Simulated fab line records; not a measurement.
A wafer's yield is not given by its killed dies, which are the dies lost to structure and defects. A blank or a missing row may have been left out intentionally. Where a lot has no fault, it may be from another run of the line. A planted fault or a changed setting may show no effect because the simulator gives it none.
The tool behind it: which one? + flow sky130 + 13 lots, 39 wafers sampled, at 3 steps of a route of 708

## WHAT THE GAUGES READ, wafer by wafer
SKY_CAPM_THK_MEAS_01. Usual: CAPM_CVD_00_THK gives 15.46 nm (standard deviation 0.23).
| lot  | measured     | on            | CAPM_CVD_00_THK (nm) | flag |
|------|--------------|---------------|----------------------|------|
| L248 | day 36 12:08 | film_metro-04 | 15.22 15.19 15.79    |      |
| L249 | day 36 15:58 | film_metro-02 | 15.33 15.42 15.50    |      |
| L250 | day 36 19:16 | film_metro-04 | 15.22 15.55 15.62    |      |
| L251 | day 37 08:55 | film_metro-02 | 15.49 15.37 15.38    |      |
| L252 | day 36 21:16 | film_metro-02 | 15.33 15.72 15.10    |      |
| L253 | day 37 12:23 | film_metro-04 | 15.55 15.20 15.29    |      |
| L255 | day 38 16:52 | film_metro-02 | 15.23 15.73 15.59    |      |
| L261 | day 40 02:11 | film_metro-02 | 14.84 15.64 15.36    |      |
| L264 | day 41 02:25 | film_metro-04 | 15.74 15.52 15.71    |      |
| L265 | day 41 13:05 | film_metro-04 | 15.56 15.81 15.38    |      |
| L266 | day 41 13:40 | film_metro-04 | 15.39 15.31 15.51    |      |
| L269 | day 42 10:16 | film_metro-04 | 15.06 15.51 15.68    |      |
| L270 | day 42 16:40 | film_metro-04 | 15.57 15.20 15.19    |      |

SKY_CAPM_RS_MEAS_03: a four-point-probe measurement. Usual: CAPM_TIN_RS gives 6.89 ohm/sq (standard deviation 0.085).
| lot  | measured     | on            | CAPM_TIN_RS (ohm/sq) | flag |
|------|--------------|---------------|----------------------|------|
| L248 | day 36 12:17 | film_metro-02 | 6.93 6.93 6.89       |      |
| L249 | day 36 16:08 | film_metro-01 | 6.85 6.76 6.82       |      |
| L250 | day 36 19:26 | film_metro-02 | 6.88 6.79 6.91       |      |
| L251 | day 37 09:06 | film_metro-04 | 6.94 7.04 6.92       |      |
| L252 | day 36 21:26 | film_metro-02 | 6.91 6.92 6.87       |      |
| L253 | day 37 12:40 | film_metro-04 | 6.82 6.84 6.78       |      |
| L255 | day 38 17:03 | film_metro-04 | 6.82 6.95 6.94       |      |
| L261 | day 40 02:21 | film_metro-04 | 6.89 6.88 6.96       |      |
| L264 | day 41 02:37 | film_metro-01 | 6.80 6.88 6.79       |      |
| L265 | day 41 13:16 | film_metro-02 | 6.92 6.85 7.00       |      |
| L266 | day 41 13:50 | film_metro-04 | 7.00 6.86 6.98       |      |
| L269 | day 42 10:26 | film_metro-04 | 6.78 6.83 6.88       |      |
| L270 | day 42 16:51 | film_metro-02 | 6.85 6.68 6.72       |      |

## EACH LOT AND THE TOOL THAT RAN IT (in order: tool; ch and the chambers of the sampled wafers; start)
| lot  | SKY_NWELL_CLEAN_27              |
|------|---------------------------------|
| L248 | wet_bench-03 ch 0, day 5 14:22  |
| L249 | wet_bench-02 ch 2, day 5 16:15  |
| L250 | wet_bench-03 ch 1, day 5 18:52  |
| L251 | wet_bench-03 ch 2, day 5 23:58  |
| L252 | wet_bench-01 ch 2, day 6 05:22  |
| L253 | wet_bench-03 ch 0, day 6 14:25  |
| L255 | wet_bench-02 ch 3, day 7 01:18  |
| L261 | wet_bench-01 ch 2, day 8 12:58  |
| L264 | wet_bench-03 ch 0, day 9 12:20  |
| L265 | wet_bench-03 ch 2, day 9 13:39  |
| L266 | wet_bench-02 ch 2, day 9 22:58  |
| L269 | wet_bench-03 ch 1, day 10 10:34 |
| L270 | wet_bench-03 ch 0, day 10 16:13 |
- SKY_NWELL_CLEAN_27: cleans in SC1/SC2, time 150 s.

## AS READ BY THE TOOLS THEMSELVES (means over the sampled wafers that have a number; for cases with no such wafer, the mark the record gives instead)
SKY_NWELL_CLEAN_27. Usual: bath_guard_temp_C 69.9 C, standard deviation 0.39.
| lot  | tool         | bath_guard_temp_C (C) | flag |
|------|--------------|-----------------------|------|
| L248 | wet_bench-03 | 70.2                  |      |
| L249 | wet_bench-02 | 69.8                  |      |
| L250 | wet_bench-03 | 69.6                  |      |
| L251 | wet_bench-03 | 70.1                  |      |
| L252 | wet_bench-01 | 69.7                  |      |
| L253 | wet_bench-03 | 70.2                  |      |
| L255 | wet_bench-02 | 69.5                  |      |
| L261 | wet_bench-01 | 69.7                  |      |
| L264 | wet_bench-03 | 70.2                  |      |
| L265 | wet_bench-03 | 70.1                  |      |
| L266 | wet_bench-02 | 69.6                  |      |
| L269 | wet_bench-03 | 69.9                  |      |
| L270 | wet_bench-03 | 70.1                  |      |

## THE ANSWER, worked out from the rows above alone
Rule: a lot counts as off when the mean over its wafers that have a number is more than 3 standard deviations away from the usual mean. A lot without any number at a reading at which 4 lots or more have one is off too. All remaining lots with rows at the step are treated as sound. Order of review: gauges by route order, followed by the tools' own readings, for which a lot's mean as printed above is used. At the first step where some lot is off, the reading lying furthest off is the one used; lots without a number count as furthest.
Nothing can be told from this: no lot is off at any reading shown.

## WHAT THE SIMULATOR HAD INSERTED
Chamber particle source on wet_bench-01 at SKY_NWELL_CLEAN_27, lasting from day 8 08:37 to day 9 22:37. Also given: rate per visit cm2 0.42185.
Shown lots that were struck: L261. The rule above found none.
